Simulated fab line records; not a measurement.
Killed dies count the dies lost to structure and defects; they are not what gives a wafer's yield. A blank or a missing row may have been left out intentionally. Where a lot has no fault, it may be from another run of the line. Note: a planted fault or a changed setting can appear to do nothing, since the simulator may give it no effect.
What tool caused it?    flow gf180mcu    Sampling: 6 lots, 18 wafers, 3 of 602 route steps

## WHAT EACH GAUGE READ, for each wafer
GF_VT_IMPLANT_TW_MEAS_43.
lot   measured      on             VT_IMPLANT_4_TW
L238  day 7 20:13   film-metro-02  690 687 686
L245  day 9 14:47   film-metro-04  694 694 694
L251  day 11 12:52  film-metro-04  693 695 692
L254  day 12 16:52  film-metro-03  678 678 678
L256  day 13 07:58  film-metro-02  697 695 695
L259  day 13 16:56  film-metro-03  678 682 684

## WHAT TOOL EACH LOT RAN ON (gives the tool, then ch and the chambers of the sampled wafers, and finally the start)
lot   GF_VT_IMPLANT_STRIP_09                GF_VT_IMPLANT_IMPLANT_41
L238  plasma-asher-02 ch 0,1, day 5 23:41   implanter-03 ch 0, day 7 19:58
L245  plasma-asher-02 ch 0, day 7 13:19     implanter-02 ch 0, day 9 14:33
L251  plasma-asher-02 ch 1, day 9 07:22     implanter-02 ch 0, day 11 12:37
L254  plasma-asher-04 ch 0, day 10 08:58    implanter-02 ch 0, day 12 16:37
L256  plasma-asher-02 ch 0,1, day 10 22:37  implanter-03 ch 0, day 13 07:43
L259  plasma-asher-03 ch 0,1, day 11 08:02  implanter-02 ch 0, day 13 16:43
- GF_VT_IMPLANT_STRIP_09: strips in O2/N2.
- GF_VT_IMPLANT_IMPLANT_41

## THE ANSWER, worked out from the rows above alone
Rule: what is usual is taken from the lots themselves. The widest of any qualifying gaps counts: lots, ordered by their means at a reading, are off when they make up no more than a third of the lots, leave a main group of 4 or more, and stand apart from it by 3 or more times the standard deviation of that group's means. If all means in a main group match to the digits the tables above print for the reading, that group is not used. Also off: a lot with no number at a reading for which 4 or more lots have one. Any other lot the step has rows for is counted as sound.
None of the lots is off at any reading shown; this tells nothing.

## WHAT THE SIMULATOR HAD PUT IN
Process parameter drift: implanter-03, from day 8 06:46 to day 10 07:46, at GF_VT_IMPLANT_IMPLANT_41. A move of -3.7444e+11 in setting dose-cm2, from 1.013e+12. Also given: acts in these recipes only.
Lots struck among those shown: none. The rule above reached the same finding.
